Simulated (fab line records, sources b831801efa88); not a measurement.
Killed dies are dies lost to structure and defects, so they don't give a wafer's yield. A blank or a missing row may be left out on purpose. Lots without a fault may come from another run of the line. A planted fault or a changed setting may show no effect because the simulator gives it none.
Which tool did it? | flow sky130 | 10 lots, 30 wafers sampled, at 5 steps of a route of 708

WHAT THE GAUGES READ, wafer by wafer
SKY_VT_ADJUST_NCORE_TW_MEAS_11.
lot  | measured     | on            | VT_ADJUST_NCORE_TW
L644 | day 8 13:25  | film_metro-03 | 219.4 218.4 219.3
L645 | day 8 15:38  | film_metro-01 | 220.2 219.3 220.6
L646 | day 9 00:55  | film_metro-04 | 220.7 221.9 220.8
L653 | day 11 12:49 | film_metro-03 | 217.6 216.7 217.8
L655 | day 12 01:33 | film_metro-01 | 217.4 218.8 217.2
L663 | day 14 22:37 | film_metro-03 | 217.4 217.4 217.3
L664 | day 15 06:36 | film_metro-03 | 218.7 218.6 216.6
L665 | day 15 09:55 | film_metro-04 | 219.0 219.7 220.2
L666 | day 15 14:34 | film_metro-01 | 220.1 219.8 219.8
L667 | day 15 14:52 | film_metro-04 | 220.0 219.8 219.8

SKY_SONOS_ONO_THK_MEAS_03.
lot  | measured     | on            | SONOS_ONO_CVD_02_THK (nm)
L644 | day 11 13:28 | film_metro-04 | 10.56 10.75 10.54
L645 | day 11 17:40 | film_metro-04 | 10.42 10.50 10.54
L646 | day 12 01:37 | film_metro-04 | 10.45 10.56 10.40
L653 | day 14 23:36 | film_metro-01 | 9.67 9.73 9.68
L655 | day 15 11:10 | film_metro-01 | 9.80 9.83 9.75
L663 | day 18 19:16 | film_metro-01 | 10.43 10.48 10.46
L664 | day 19 03:36 | film_metro-01 | 10.54 10.55 10.48
L665 | day 19 07:58 | film_metro-04 | 10.68 10.60 10.53
L666 | day 19 09:00 | film_metro-01 | 10.44 10.56 10.31
L667 | day 19 13:46 | film_metro-04 | 10.29 10.32 10.23

WHICH TOOL RAN EACH LOT (tool, then ch and the chambers of the sampled wafers, then the start)
lot  | SKY_VT_ADJUST_HVTP_STRIP_10          | SKY_VT_ADJUST_HVTR_STRIP_10          | SKY_SONOS_ONO_CVD_02
L644 | plasma_asher-02 ch 0,1, day 6 03:02  | plasma_asher-02 ch 0,1, day 9 11:01  | lpcvd-02 ch 1, day 11 12:24
L645 | plasma_asher-04 ch 0,1, day 6 06:45  | plasma_asher-02 ch 0,1, day 9 13:23  | lpcvd-02 ch 0, day 11 16:35
L646 | plasma_asher-02 ch 0,1, day 6 13:28  | plasma_asher-02 ch 0,1, day 9 23:46  | lpcvd-02 ch 0, day 12 00:34
L653 | plasma_asher-01 ch 1, day 8 15:43    | plasma_asher-03 ch 0,1, day 12 12:58 | lpcvd-02 ch 1, day 14 22:01
L655 | plasma_asher-01 ch 0,1, day 9 03:43  | plasma_asher-02 ch 0,1, day 13 03:13 | lpcvd-02 ch 1, day 15 10:05
L663 | plasma_asher-04 ch 0,1, day 11 17:26 | plasma_asher-03 ch 0,1, day 16 01:38 | lpcvd-02 ch 0, day 18 18:13
L664 | plasma_asher-02 ch 0,1, day 12 00:22 | plasma_asher-01 ch 0, day 16 09:38   | lpcvd-02 ch 1, day 19 02:33
L665 | plasma_asher-02 ch 0,1, day 12 03:17 | plasma_asher-01 ch 0,1, day 16 13:32 | lpcvd-02 ch 1, day 19 06:54
L666 | plasma_asher-01 ch 1, day 12 03:58   | plasma_asher-01 ch 0,1, day 16 18:41 | lpcvd-02 ch 1, day 19 07:57
L667 | plasma_asher-04 ch 0,1, day 12 08:01 | plasma_asher-01 ch 0,1, day 16 18:59 | lpcvd-02 ch 1, day 19 12:43
- SKY_VT_ADJUST_HVTP_STRIP_10: strips in O2/N2.
- SKY_VT_ADJUST_HVTR_STRIP_10: strips in O2/N2.
- SKY_SONOS_ONO_CVD_02: deposits Si3N4 from DCS/NH3, target thk 10.5 nm, time 180 s.

WHAT THE TOOLS THEMSELVES READ (means of the sampled wafers that have a number; where no wafer has one, the mark that the record gives instead)
SKY_VT_ADJUST_HVTP_STRIP_10.
lot  | tool            | drypump_motor_current_A (A) | oes_product_au (a.u.) | strip_time_to_endpoint_s (s)
L644 | plasma_asher-02 | 5.6                         | 0.718                 | 14.23
L645 | plasma_asher-04 | 5.8                         | 0.715                 | 14.31
L646 | plasma_asher-02 | 5.7                         | 0.719                 | 14.39
L653 | plasma_asher-01 | 5.9                         | 0.717                 | 14.25
L655 | plasma_asher-01 | 5.8                         | 0.717                 | 14.32
L663 | plasma_asher-04 | 5.8                         | 0.715                 | 14.30
L664 | plasma_asher-02 | 5.7                         | 0.719                 | 14.26
L665 | plasma_asher-02 | 5.7                         | 0.721                 | 14.29
L666 | plasma_asher-01 | 5.9                         | 0.717                 | 14.27
L667 | plasma_asher-04 | 5.8                         | 0.713                 | 14.32

SKY_VT_ADJUST_HVTR_STRIP_10.
lot  | tool            | drypump_motor_current_A (A) | oes_product_au (a.u.) | strip_time_to_endpoint_s (s)
L644 | plasma_asher-02 | 5.3                         | 0.718                 | 14.17
L645 | plasma_asher-02 | 5.7                         | 0.714                 | 14.18
L646 | plasma_asher-02 | 5.7                         | 0.714                 | 14.21
L653 | plasma_asher-03 | 5.5                         | 0.714                 | 14.20
L655 | plasma_asher-02 | 5.3                         | 0.712                 | 14.14
L663 | plasma_asher-03 | 5.5                         | 0.716                 | 14.21
L664 | plasma_asher-01 | 5.5                         | 0.717                 | 14.19
L665 | plasma_asher-01 | 5.8                         | 0.713                 | 14.11
L666 | plasma_asher-01 | 5.6                         | 0.717                 | 14.14
L667 | plasma_asher-01 | 5.8                         | 0.714                 | 14.15

SKY_SONOS_ONO_CVD_02.
lot  | tool     | spike_tc_top_C (C) | zone_power_top_pct (%)
L644 | lpcvd-02 | 788.3              | 23.83
L645 | lpcvd-02 | 783.8              | 23.97
L646 | lpcvd-02 | 783.1              | 23.86
L653 | lpcvd-02 | 788.1              | 24.19
L655 | lpcvd-02 | 789.0              | 23.83
L663 | lpcvd-02 | 784.0              | 23.85
L664 | lpcvd-02 | 788.5              | 23.82
L665 | lpcvd-02 | 789.3              | 23.82
L666 | lpcvd-02 | 788.6              | 23.54
L667 | lpcvd-02 | 788.9              | 23.85

THE ANSWER, worked out from the rows above alone
Rule: what is usual is taken from the lots themselves. Put in order of their means at a reading, lots are off if they are a third of the lots or fewer, leave a main group of 4 or more, and stand apart from it by a gap of 3 or more times the standard deviation of the main group's means; of several such gaps the widest counts. A main group whose means are all the same, to the digits that the tables above print for the reading, isn't used. A lot without any number at a reading at which 4 lots or more have one is off too. The other lots that the step has rows for count as sound. The gauges are gone through in route order, then the tools' own readings, and for those a lot's mean is taken as printed above. The first step at which some lot is off is used, and at that step the reading that is off furthest; a lot without a number counts as furthest.
Off: L653, L655, at SKY_SONOS_ONO_THK_MEAS_03 (SONOS_ONO_CVD_02_THK). The main group: mean 10.48 nm, standard deviation 0.099.
A tool fits if, at a process step before that reading, it ran every lot that is off, and no sound lot after the first of them. The gauges at SKY_SONOS_ONO_THK_MEAS_03 are tried like those tools. None of those tried fits.

WHAT THE SIMULATOR HAD PUT IN
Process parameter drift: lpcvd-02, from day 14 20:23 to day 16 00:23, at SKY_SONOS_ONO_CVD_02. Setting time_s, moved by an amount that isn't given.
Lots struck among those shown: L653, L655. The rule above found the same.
